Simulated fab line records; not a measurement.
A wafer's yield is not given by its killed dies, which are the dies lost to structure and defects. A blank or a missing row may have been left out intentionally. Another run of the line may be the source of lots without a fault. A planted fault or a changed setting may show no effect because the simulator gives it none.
fab line records ; flow sky130 ; part 1 of 2: steps 1 to 28 of 37
record lots=5; wafers=15; last_day=48
route steps=708 shown LDD_HVN@273 LDD_HVP@278 LDD_LDN@289 SPACER@304 POLY_CUT@307
lots that met no fault: from a run of the same line without faults
start_h: hours from the record's opening day to when the first of the lot's shown wafers began ; wait_h: how many hours have passed since the lot's step before this one ; " same as the row above ; L1.1+2: a row that stands for several wafers ; - no value, or no start was given ; * or withheld: withheld ; < > ~ a bound
route shown NAME@n: a module of which the file shows steps, and the number in the route of the first ; usual: mean/standard deviation taken from wafers without a fault ; same: alike in all rows ; chamber/n: place in a boat ; sites: per-site readings ; _std_site: how widely they spread, as a standard deviation ; _edge_site: outer sites' mean less inner sites' ; radius_mm: how far each site lies from the wafer's centre ; mask NAME#n: copy n ; behind: the tool/chamber that last shaped the wafer ; hold: why the lot went on hold/how many hours it stayed there/how the hold came to an end ; device: transistor that didn't switch, given as n, p or np ; end of line: at the end of the route, the tests of the same wafers ; a step without rows: its recipe alone ; killed: dies that structure and defects cost at the first sort, which is not the same as the wafer's yield ; map: shows each die of a wafer: x if killed, . if not, _ if none is there
set.NAME: the setting the step ran with; set.NAME@STEP: the setting that earlier step ran with ; model.NAME: the simulator's own value behind a step, which no gauge read
lots seen at some steps along the route; tables by step, rows by wafer
services: when a tool's chamber went out of use (start_h, in hours from the record's first day, below 0 if earlier), for how many hours, and the reason
## steps
# step SKY_LDD_HVN_DEVELOP_06
# recipe resist=NOVOLAK; developer=TMAH; develop_time_s=60; dev_temp_c=23
# usual chill_plate_temp_C=23.05/0.085
lot.wafer;tool;chamber;start_h;wait_h;chill_plate_temp_C
L074.1;litho_track-03;0;486.19;0.1;22.89
L074.2;litho_track-03;0;486.19;0.1;23.23
L074.6;litho_track-03;0;486.19;0.1;23.18
L075.1;litho_track-01;0;492.53;0.1;23.04
L075.4;litho_track-01;0;492.53;0.1;23.15
L075.6;litho_track-01;0;492.53;0.1;23.09
L082.2;litho_track-04;0;548.48;0.1;23.05
L082.3;litho_track-04;0;548.48;0.1;23.13
L082.4;litho_track-04;0;548.48;0.1;23.01
L084.1;litho_track-04;0;560.65;0.1;23.09
L084.2;litho_track-04;0;560.65;0.1;23.08
L084.5;litho_track-04;0;560.65;0.1;23.05
L085.4;litho_track-01;0;568.75;0.1;22.96
L085.5;litho_track-01;0;568.75;0.1;23.10
L085.6;litho_track-01;0;568.75;0.1;23.15
# step SKY_LDD_HVN_OVL_MEAS_07
# usual LDD_HVN_OVL=0.5/1.2
lot.wafer;tool;chamber;start_h;wait_h;LDD_HVN_OVL[nm]
L074.1;overlay-02;-;486.34;0.1;2.0
L074.2;overlay-02;-;486.34;0.1;0.4
L074.6;overlay-02;-;486.34;0.1;1.3
L075.1;overlay-01;-;492.69;0.1;-0.4
L075.4;overlay-01;-;492.69;0.1;0.4
L075.6;overlay-01;-;492.69;0.1;0.6
L082.2;overlay-02;-;548.61;0.1;-1.7
L082.3;overlay-02;-;548.61;0.1;0.1
L082.4;overlay-02;-;548.61;0.1;0.7
L084.1;overlay-01;-;560.80;0.1;-0.3
L084.2;overlay-01;-;560.80;0.1;-1.3
L084.5;overlay-01;-;560.80;0.1;1.1
L085.4;overlay-02;-;568.85;0.1;1.7
L085.5;overlay-02;-;568.85;0.1;2.5
L085.6;overlay-02;-;568.85;0.1;4.7
# step SKY_LDD_HVN_IMPLANT_08
# recipe species=P; energy_kev=60; dose_cm2=3e+13; tilt_deg=40
lot.wafer;tool;chamber;start_h;wait_h
L074.1+2+6;implanter-04;0;486.37;0.0
L075.1+4+6;implanter-03;0;492.73;0.0
L082.2+3+4;implanter-03;0;548.66;0.0
L084.1+2+5;implanter-03;0;560.84;0.0
L085.4+5+6;implanter-02;0;568.94;0.1
# step SKY_LDD_HVN_STRIP_09
# recipe chemistry=O2/N2; power_w=1400; pressure_mtorr=1500; platen_temp_c=withheld; o2_flow_sccm=3000; n2_flow_sccm=300; overash_fraction=0.5
# usual drypump_motor_current_A=5.6/0.48; oes_product_au=0.408/0.0044; strip_time_to_endpoint_s=4.136/0.016
lot.wafer;tool;chamber;start_h;wait_h;drypump_motor_current_A;oes_product_au;rf_hours_counter_h;strip_time_to_endpoint_s
L074.1;plasma_asher-02;1;486.52;0.1;5.4;0.414;5;4.132
L074.2;plasma_asher-02;0;486.52;0.1;4.9;0.405;5;4.140
L074.6;plasma_asher-02;0;486.52;0.1;4.9;0.407;-;4.154
L075.1;plasma_asher-03;0;492.88;0.1;4.9;0.406;37;4.127
L075.4;plasma_asher-03;1;492.88;0.1;6.3;0.411;-;4.129
L075.6;plasma_asher-03;1;492.88;0.1;6.3;0.408;-;4.137
L082.2;plasma_asher-04;1;548.79;0.1;6.0;0.411;72;4.128
L082.3;plasma_asher-04;1;548.79;0.1;5.9;0.405;-;4.126
L082.4;plasma_asher-04;0;548.79;0.1;5.7;0.404;-;4.123
L084.1;plasma_asher-04;1;560.99;0.1;6.0;0.398;73;4.151
L084.2;plasma_asher-04;0;560.99;0.1;5.8;0.408;73;4.154
L084.5;plasma_asher-04;1;560.99;0.1;6.0;0.409;-;4.130
L085.4;plasma_asher-04;0;569.05;0.1;5.8;0.404;-;4.147
L085.5;plasma_asher-04;1;569.05;0.1;6.0;0.411;-;4.152
L085.6;plasma_asher-04;0;569.05;0.1;5.7;0.407;-;4.151
# step SKY_LDD_HVN_TW_MEAS_10
# usual LDD_HVN_TW=1443/8.7
lot.wafer;tool;chamber;start_h;wait_h;LDD_HVN_TW
L074.1;film_metro-03;-;486.62;0.1;1456
L074.2;film_metro-03;-;486.62;0.1;1454
L074.6;film_metro-03;-;486.62;0.1;1446
L075.1;film_metro-01;-;492.98;0.1;1450
L075.4;film_metro-01;-;492.98;0.1;1445
L075.6;film_metro-01;-;492.98;0.1;1453
L082.2;film_metro-01;-;548.90;0.1;1448
L082.3;film_metro-01;-;548.90;0.1;1444
L082.4;film_metro-01;-;548.90;0.1;1441
L084.1;film_metro-03;-;561.09;0.1;1444
L084.2;film_metro-03;-;561.09;0.1;1442
L084.5;film_metro-03;-;561.09;0.1;1436
L085.4;film_metro-02;-;569.14;0.1;1445
L085.5;film_metro-02;-;569.14;0.1;1441
L085.6;film_metro-02;-;569.14;0.1;1438
# step SKY_LDD_HVP_DEHYDRATE_00
# recipe temp_c=200; time_s=60
# usual chill_plate_temp_C=22.98/0.11
lot.wafer;tool;chamber;start_h;wait_h;chill_plate_temp_C
L074.1;litho_track-02;0;501.91;15.3;22.94
L074.2;litho_track-02;0;501.91;15.3;23.05
L074.6;litho_track-02;0;501.91;15.3;23.02
L075.1;litho_track-01;0;507.58;14.6;22.87
L075.4;litho_track-01;0;507.58;14.6;23.01
L075.6;litho_track-01;0;507.58;14.6;22.96
L082.2;litho_track-01;0;563.35;14.4;22.90
L082.3;litho_track-01;0;563.35;14.4;22.90
L082.4;litho_track-01;0;563.35;14.4;22.95
L084.1;litho_track-03;0;575.99;14.9;23.01
L084.2;litho_track-03;0;575.99;14.9;22.83
L084.5;litho_track-03;0;575.99;14.9;23.05
L085.4;litho_track-03;0;582.86;13.7;23.11
L085.5;litho_track-03;0;582.86;13.7;22.95
L085.6;litho_track-03;0;582.86;13.7;22.94
# step SKY_LDD_HVP_HMDS_01
# recipe prime_time_s=60; prime_temp_c=120
# usual chill_plate_temp_C=22.97/0.098
lot.wafer;tool;chamber;start_h;wait_h;chill_plate_temp_C
L074.1;litho_track-02;0;502.06;0.1;23.08
L074.2;litho_track-02;0;502.06;0.1;22.92
L074.6;litho_track-02;0;502.06;0.1;22.97
L075.1;litho_track-01;0;507.73;0.1;23.07
L075.4;litho_track-01;0;507.73;0.1;22.97
L075.6;litho_track-01;0;507.73;0.1;22.81
L082.2;litho_track-01;0;563.50;0.1;22.95
L082.3;litho_track-01;0;563.50;0.1;23.10
L082.4;litho_track-01;0;563.50;0.1;23.01
L084.1;litho_track-03;0;576.14;0.1;22.88
L084.2;litho_track-03;0;576.14;0.1;22.80
L084.5;litho_track-03;0;576.14;0.1;22.93
L085.4;litho_track-03;0;583.01;0.1;23.04
L085.5;litho_track-03;0;583.01;0.1;23.00
L085.6;litho_track-03;0;583.01;0.1;23.03
# step SKY_LDD_HVP_COAT_02
# recipe resist=NOVOLAK; spin_rpm=3000; resist_thk_nm=300
# usual chill_plate_temp_C=23.01/0.1
lot.wafer;tool;chamber;start_h;wait_h;chill_plate_temp_C
L074.1;litho_track-02;0;502.21;0.1;22.99
L074.2;litho_track-02;0;502.21;0.1;22.92
L074.6;litho_track-02;0;502.21;0.1;22.96
L075.1;litho_track-01;0;507.88;0.1;22.79
L075.4;litho_track-01;0;507.88;0.1;22.79
L075.6;litho_track-01;0;507.88;0.1;22.84
L082.2;litho_track-01;0;563.65;0.1;22.95
L082.3;litho_track-01;0;563.65;0.1;23.10
L082.4;litho_track-01;0;563.65;0.1;23.01
L084.1;litho_track-03;0;576.29;0.1;22.98
L084.2;litho_track-03;0;576.29;0.1;23.09
L084.5;litho_track-03;0;576.29;0.1;23.00
L085.4;litho_track-03;0;583.16;0.1;22.91
L085.5;litho_track-03;0;583.16;0.1;22.89
L085.6;litho_track-03;0;583.16;0.1;22.96
# step SKY_LDD_HVP_SOFTBAKE_03
# recipe temp_c=90; time_s=60; resist=NOVOLAK
# usual chill_plate_temp_C=22.99/0.091
lot.wafer;tool;chamber;start_h;wait_h;chill_plate_temp_C
L074.1;litho_track-02;0;502.36;0.1;22.93
L074.2;litho_track-02;0;502.36;0.1;22.94
L074.6;litho_track-02;0;502.36;0.1;22.80
L075.1;litho_track-01;0;508.03;0.1;23.08
L075.4;litho_track-01;0;508.03;0.1;23.01
L075.6;litho_track-01;0;508.03;0.1;23.06
L082.2;litho_track-01;0;563.80;0.1;23.02
L082.3;litho_track-01;0;563.80;0.1;23.11
L082.4;litho_track-01;0;563.80;0.1;22.97
L084.1;litho_track-03;0;576.44;0.1;22.95
L084.2;litho_track-03;0;576.44;0.1;22.98
L084.5;litho_track-03;0;576.44;0.1;22.97
L085.4;litho_track-03;0;583.31;0.1;23.02
L085.5;litho_track-03;0;583.31;0.1;23.00
L085.6;litho_track-03;0;583.31;0.1;22.81
# step SKY_LDD_HVP_EXPOSE_04
# recipe mask_id=HVPTM; na=0.6; source_shape=conventional; sigma_outer=0.6; polarization=unpolarized; target_cd_nm=700; dose_mj=86
# same na=0.6; sigma_outer=0.6
lot.wafer;tool;chamber;start_h;wait_h;mask
L074.1+2+6;iline_stepper-01;0;-;-;HVPTM#0
L075.1+4+6;iline_stepper-01;0;-;-;HVPTM#0
L082.2+3+4;iline_stepper-01;0;-;-;HVPTM#0
L084.1+2+5;iline_stepper-02;0;-;-;HVPTM#0
L085.4+5+6;iline_stepper-01;0;-;-;HVPTM#0
# step SKY_LDD_HVP_PEB_05
# recipe temp_c=withheld; time_s=*; resist=NOVOLAK
# usual chill_plate_temp_C=*
lot.wafer;tool;chamber;start_h;wait_h;chill_plate_temp_C
L074.1;litho_track-03;0;-;-;*
L074.2;litho_track-03;0;-;-;*
L074.6;litho_track-03;0;-;-;*
L075.1;litho_track-01;0;-;-;*
L075.4;litho_track-01;0;-;-;*
L075.6;litho_track-01;0;-;-;*
L082.2;litho_track-02;0;-;-;*
L082.3;litho_track-02;0;-;-;*
L082.4;litho_track-02;0;-;-;*
L084.1;litho_track-02;0;-;-;*
L084.2;litho_track-02;0;-;-;*
L084.5;litho_track-02;0;-;-;*
L085.4;litho_track-02;0;-;-;*
L085.5;litho_track-02;0;-;-;*
L085.6;litho_track-02;0;-;-;*
# step SKY_LDD_HVP_DEVELOP_06
# recipe resist=NOVOLAK; developer=TMAH; develop_time_s=60; dev_temp_c=23
# usual chill_plate_temp_C=23.00/0.1
lot.wafer;tool;chamber;start_h;wait_h;chill_plate_temp_C
L074.1;litho_track-03;0;516.94;0.1;23.03
L074.2;litho_track-03;0;516.94;0.1;22.96
L074.6;litho_track-03;0;516.94;0.1;23.05
L075.1;litho_track-01;0;523.03;0.1;23.14
L075.4;litho_track-01;0;523.03;0.1;23.09
L075.6;litho_track-01;0;523.03;0.1;23.17
L082.2;litho_track-02;0;578.44;0.1;22.91
L082.3;litho_track-02;0;578.44;0.1;22.99
L082.4;litho_track-02;0;578.44;0.1;22.96
L084.1;litho_track-02;0;590.16;0.1;23.10
L084.2;litho_track-02;0;590.16;0.1;22.96
L084.5;litho_track-02;0;590.16;0.1;22.92
L085.4;litho_track-02;0;597.54;0.1;22.98
L085.5;litho_track-02;0;597.54;0.1;22.98
L085.6;litho_track-02;0;597.54;0.1;23.03
# step SKY_LDD_HVP_OVL_MEAS_07
# usual LDD_HVP_OVL=0.4/1.3
lot.wafer;tool;chamber;start_h;wait_h;LDD_HVP_OVL[nm]
L074.1;overlay-02;-;517.09;0.1;1.2
L074.2;overlay-02;-;517.09;0.1;2.6
L074.6;overlay-02;-;517.09;0.1;0.5
L075.1;overlay-01;-;523.18;0.1;-0.1
L075.4;overlay-01;-;523.18;0.1;0.9
L075.6;overlay-01;-;523.18;0.1;1.8
L082.2;overlay-01;-;578.57;0.1;1.2
L082.3;overlay-01;-;578.57;0.1;2.5
L082.4;overlay-01;-;578.57;0.1;0.5
L084.1;overlay-02;-;590.31;0.1;1.0
L084.2;overlay-02;-;590.31;0.1;0.2
L084.5;overlay-02;-;590.31;0.1;0.5
L085.4;overlay-01;-;597.63;0.1;-0.9
L085.5;overlay-01;-;597.63;0.1;-0.9
L085.6;overlay-01;-;597.63;0.1;-0.6
# step SKY_LDD_HVP_IMPLANT_08
# recipe species=B; energy_kev=20; dose_cm2=1.7e+13; tilt_deg=17.9
lot.wafer;tool;chamber;start_h;wait_h
L074.1+2+6;implanter-02;0;517.12;0.0
L075.1+4+6;implanter-01;0;523.21;0.0
L082.2+3+4;implanter-02;0;578.62;0.0
L084.1+2+5;implanter-01;0;590.35;0.0
L085.4+5+6;implanter-02;0;597.72;0.1
# step SKY_LDD_HVP_STRIP_09
# recipe chemistry=O2/N2; power_w=1400; pressure_mtorr=1500; platen_temp_c=withheld; o2_flow_sccm=3000; n2_flow_sccm=300; overash_fraction=0.5
# usual drypump_motor_current_A=5.5/0.57; oes_product_au=0.409/0.0046; strip_time_to_endpoint_s=4.136/0.014
lot.wafer;tool;chamber;start_h;wait_h;drypump_motor_current_A;oes_product_au;rf_hours_counter_h;strip_time_to_endpoint_s
L074.1;plasma_asher-01;0;517.27;0.1;6.4;0.407;82;4.148
L074.2;plasma_asher-01;1;517.27;0.1;5.6;0.409;82;4.123
L074.6;plasma_asher-01;1;517.27;0.1;5.6;0.411;-;4.121
L075.1;plasma_asher-01;1;523.36;0.1;5.6;0.405;83;4.122
L075.4;plasma_asher-01;0;523.36;0.1;6.3;0.415;-;4.117
L075.6;plasma_asher-01;0;523.36;0.1;6.4;0.409;-;4.131
L082.2;plasma_asher-02;0;578.75;0.1;4.9;0.406;14;4.137
L082.3;plasma_asher-02;1;578.75;0.1;5.4;0.414;-;4.119
L082.4;plasma_asher-02;0;578.75;0.1;4.9;0.405;-;4.116
L084.1;plasma_asher-02;0;590.50;0.1;5.0;0.412;15;4.138
L084.2;plasma_asher-02;1;590.50;0.1;5.4;0.412;15;4.157
L084.5;plasma_asher-02;1;590.50;0.1;5.4;0.409;-;4.147
L085.4;plasma_asher-02;1;597.83;0.1;5.4;0.408;-;4.122
L085.5;plasma_asher-02;0;597.83;0.1;4.9;0.405;-;4.130
L085.6;plasma_asher-02;1;597.83;0.1;5.4;0.411;-;4.143
# step SKY_LDD_HVP_TW_MEAS_10
# usual LDD_HVP_TW=458.6/2.8
lot.wafer;tool;chamber;start_h;wait_h;LDD_HVP_TW
L074.1;film_metro-01;-;517.37;0.1;465.9
L074.2;film_metro-01;-;517.37;0.1;461.7
L074.6;film_metro-01;-;517.37;0.1;461.8
L075.1;film_metro-01;-;523.46;0.1;460.0
L075.4;film_metro-01;-;523.46;0.1;460.9
L075.6;film_metro-01;-;523.46;0.1;460.9
L082.2;film_metro-02;-;578.86;0.1;455.3
L082.3;film_metro-02;-;578.86;0.1;454.8
L082.4;film_metro-02;-;578.86;0.1;456.3
L084.1;film_metro-04;-;590.60;0.1;457.7
L084.2;film_metro-04;-;590.60;0.1;459.5
L084.5;film_metro-04;-;590.60;0.1;459.7
L085.4;film_metro-01;-;597.93;0.1;462.2
L085.5;film_metro-01;-;597.93;0.1;462.0
L085.6;film_metro-01;-;597.93;0.1;462.0
# step SKY_LDD_LDN_DEHYDRATE_00
# recipe temp_c=200; time_s=60
# usual chill_plate_temp_C=23.02/0.11
lot.wafer;tool;chamber;start_h;wait_h;chill_plate_temp_C
L074.1;litho_track-01;0;531.68;14.3;23.10
L074.2;litho_track-01;0;531.68;14.3;23.07
L074.6;litho_track-01;0;531.68;14.3;23.02
L075.1;litho_track-01;0;538.13;14.7;23.14
L075.4;litho_track-01;0;538.13;14.7;22.97
L075.6;litho_track-01;0;538.13;14.7;23.04
L082.2;litho_track-01;0;592.40;13.5;23.04
L082.3;litho_track-01;0;592.40;13.5;22.98
L082.4;litho_track-01;0;592.40;13.5;23.02
L084.1;litho_track-01;0;604.38;13.8;22.94
L084.2;litho_track-01;0;604.38;13.8;22.88
L084.5;litho_track-01;0;604.38;13.8;22.95
L085.4;litho_track-01;0;611.80;13.9;22.98
L085.5;litho_track-01;0;611.80;13.9;22.99
L085.6;litho_track-01;0;611.80;13.9;22.89
# step SKY_LDD_LDN_HMDS_01
# recipe prime_time_s=60; prime_temp_c=120
# usual chill_plate_temp_C=23.00/0.097
lot.wafer;tool;chamber;start_h;wait_h;chill_plate_temp_C
L074.1;litho_track-01;0;531.83;0.1;23.06
L074.2;litho_track-01;0;531.83;0.1;23.04
L074.6;litho_track-01;0;531.83;0.1;23.05
L075.1;litho_track-01;0;538.28;0.1;23.03
L075.4;litho_track-01;0;538.28;0.1;23.05
L075.6;litho_track-01;0;538.28;0.1;23.09
L082.2;litho_track-01;0;592.55;0.1;23.00
L082.3;litho_track-01;0;592.55;0.1;23.00
L082.4;litho_track-01;0;592.55;0.1;22.97
L084.1;litho_track-01;0;604.53;0.1;23.11
L084.2;litho_track-01;0;604.53;0.1;23.00
L084.5;litho_track-01;0;604.53;0.1;23.03
L085.4;litho_track-01;0;611.95;0.1;22.99
L085.5;litho_track-01;0;611.95;0.1;23.01
L085.6;litho_track-01;0;611.95;0.1;23.10
# step SKY_LDD_LDN_COAT_02
# recipe resist=NOVOLAK; spin_rpm=3000; resist_thk_nm=1140
# usual chill_plate_temp_C=22.99/0.098
lot.wafer;tool;chamber;start_h;wait_h;chill_plate_temp_C
L074.1;litho_track-01;0;531.98;0.1;22.96
L074.2;litho_track-01;0;531.98;0.1;22.91
L074.6;litho_track-01;0;531.98;0.1;23.11
L075.1;litho_track-01;0;538.43;0.1;23.13
L075.4;litho_track-01;0;538.43;0.1;23.05
L075.6;litho_track-01;0;538.43;0.1;22.94
L082.2;litho_track-01;0;592.70;0.1;22.81
L082.3;litho_track-01;0;592.70;0.1;22.93
L082.4;litho_track-01;0;592.70;0.1;22.99
L084.1;litho_track-01;0;604.68;0.1;22.83
L084.2;litho_track-01;0;604.68;0.1;23.14
L084.5;litho_track-01;0;604.68;0.1;23.16
L085.4;litho_track-01;0;612.10;0.1;22.86
L085.5;litho_track-01;0;612.10;0.1;22.90
L085.6;litho_track-01;0;612.10;0.1;23.04
# step SKY_LDD_LDN_SOFTBAKE_03
# recipe temp_c=90; time_s=60; resist=NOVOLAK
# usual chill_plate_temp_C=22.99/0.1
lot.wafer;tool;chamber;start_h;wait_h;chill_plate_temp_C
L074.1;litho_track-01;0;532.13;0.1;22.94
L074.2;litho_track-01;0;532.13;0.1;23.04
L074.6;litho_track-01;0;532.13;0.1;22.86
L075.1;litho_track-01;0;538.58;0.1;23.13
L075.4;litho_track-01;0;538.58;0.1;23.02
L075.6;litho_track-01;0;538.58;0.1;23.07
L082.2;litho_track-01;0;592.85;0.1;22.95
L082.3;litho_track-01;0;592.85;0.1;23.08
L082.4;litho_track-01;0;592.85;0.1;22.95
L084.1;litho_track-01;0;604.83;0.1;22.92
L084.2;litho_track-01;0;604.83;0.1;22.90
L084.5;litho_track-01;0;604.83;0.1;23.08
L085.4;litho_track-01;0;612.25;0.1;23.14
L085.5;litho_track-01;0;612.25;0.1;23.13
L085.6;litho_track-01;0;612.25;0.1;23.02
# step SKY_LDD_LDN_EXPOSE_04
# recipe mask_id=LDNTM; na=0.6; source_shape=conventional; sigma_outer=0.6; polarization=unpolarized; target_cd_nm=700; dose_mj=140
# same na=0.6; sigma_outer=0.6
lot.wafer;tool;chamber;start_h;wait_h;mask
L074.1+2+6;iline_stepper-02;0;-;-;LDNTM#0
L075.1+4+6;iline_stepper-02;0;-;-;LDNTM#0
L082.2+3+4;iline_stepper-02;0;-;-;LDNTM#0
L084.1+2+5;iline_stepper-02;0;-;-;LDNTM#0
L085.4+5+6;iline_stepper-01;0;-;-;LDNTM#0
# step SKY_LDD_LDN_PEB_05
# recipe temp_c=withheld; time_s=*; resist=NOVOLAK
# usual chill_plate_temp_C=*
lot.wafer;tool;chamber;start_h;wait_h;chill_plate_temp_C
L074.1;litho_track-04;0;-;-;*
L074.2;litho_track-04;0;-;-;*
L074.6;litho_track-04;0;-;-;*
L075.1;litho_track-01;0;-;-;*
L075.4;litho_track-01;0;-;-;*
L075.6;litho_track-01;0;-;-;*
L082.2;litho_track-02;0;-;-;*
L082.3;litho_track-02;0;-;-;*
L082.4;litho_track-02;0;-;-;*
L084.1;litho_track-02;0;-;-;*
L084.2;litho_track-02;0;-;-;*
L084.5;litho_track-02;0;-;-;*
L085.4;litho_track-02;0;-;-;*
L085.5;litho_track-02;0;-;-;*
L085.6;litho_track-02;0;-;-;*
# step SKY_LDD_LDN_DEVELOP_06
# recipe resist=NOVOLAK; developer=TMAH; develop_time_s=60; dev_temp_c=23
# usual chill_plate_temp_C=23.01/0.1
lot.wafer;tool;chamber;start_h;wait_h;chill_plate_temp_C
L074.1;litho_track-04;0;546.95;0.1;22.93
L074.2;litho_track-04;0;546.95;0.1;23.07
L074.6;litho_track-04;0;546.95;0.1;23.08
L075.1;litho_track-01;0;552.93;0.1;22.97
L075.4;litho_track-01;0;552.93;0.1;22.90
L075.6;litho_track-01;0;552.93;0.1;23.00
L082.2;litho_track-02;0;607.94;0.1;22.92
L082.3;litho_track-02;0;607.94;0.1;23.01
L082.4;litho_track-02;0;607.94;0.1;22.97
L084.1;litho_track-02;0;619.26;0.1;22.98
L084.2;litho_track-02;0;619.26;0.1;22.91
L084.5;litho_track-02;0;619.26;0.1;22.90
L085.4;litho_track-02;0;626.29;0.1;23.05
L085.5;litho_track-02;0;626.29;0.1;23.10
L085.6;litho_track-02;0;626.29;0.1;23.08
# step SKY_LDD_LDN_OVL_MEAS_07
# usual LDD_LDN_OVL=-0.6/1.6
lot.wafer;tool;chamber;start_h;wait_h;LDD_LDN_OVL[nm]
L074.1;overlay-01;-;547.10;0.1;0.2
L074.2;overlay-01;-;547.10;0.1;-1.0
L074.6;overlay-01;-;547.10;0.1;0.2
L075.1;overlay-02;-;553.08;0.1;0.0
L075.4;overlay-02;-;553.08;0.1;-0.4
L075.6;overlay-02;-;553.08;0.1;0.6
L082.2;overlay-01;-;608.07;0.1;-0.6
L082.3;overlay-01;-;608.07;0.1;0.0
L082.4;overlay-01;-;608.07;0.1;-0.5
L084.1;overlay-01;-;619.41;0.1;2.6
L084.2;overlay-01;-;619.41;0.1;1.4
L084.5;overlay-01;-;619.41;0.1;1.4
L085.4;overlay-01;-;626.38;0.1;-1.9
L085.5;overlay-01;-;626.38;0.1;-1.4
L085.6;overlay-01;-;626.38;0.1;-3.3
# step SKY_LDD_LDN_IMPLANT_08
# recipe species=As; energy_kev=15; dose_cm2=1.25e+13; tilt_deg=withheld; rotation_deg=23
lot.wafer;tool;chamber;start_h;wait_h
L074.1+2+6;implanter-01;0;547.14;0.0
L075.1+4+6;implanter-02;0;553.11;0.0
L082.2+3+4;implanter-01;0;608.12;0.0
L084.1+2+5;implanter-01;0;619.45;0.0
L085.4+5+6;implanter-01;0;626.47;0.1
# step SKY_LDD_LDN_IMPLANT_09
# recipe species=As; energy_kev=15; dose_cm2=1.25e+13; tilt_deg=withheld; rotation_deg=113
lot.wafer;tool;chamber;start_h;wait_h
L074.1+2+6;implanter-01;0;547.29;0.1
L075.1+4+6;implanter-02;0;553.26;0.1
L082.2+3+4;implanter-01;0;608.27;0.1
L084.1+2+5;implanter-01;0;619.60;0.1
L085.4+5+6;implanter-01;0;626.62;0.1
# step SKY_LDD_LDN_IMPLANT_10
# recipe species=As; energy_kev=15; dose_cm2=1.25e+13; tilt_deg=withheld; rotation_deg=203
lot.wafer;tool;chamber;start_h;wait_h
L074.1+2+6;implanter-01;0;547.44;0.1
L075.1+4+6;implanter-02;0;553.41;0.1
L082.2+3+4;implanter-01;0;608.42;0.1
L084.1+2+5;implanter-01;0;619.75;0.1
L085.4+5+6;implanter-01;0;626.77;0.1
# step SKY_LDD_LDN_IMPLANT_11
# recipe species=As; energy_kev=15; dose_cm2=1.25e+13; tilt_deg=withheld; rotation_deg=293
lot.wafer;tool;chamber;start_h;wait_h
L074.1+2+6;implanter-01;0;547.59;0.1
L075.1+4+6;implanter-02;0;553.56;0.1
L082.2+3+4;implanter-01;0;608.57;0.1
L084.1+2+5;implanter-01;0;619.90;0.1
L085.4+5+6;implanter-01;0;626.92;0.1
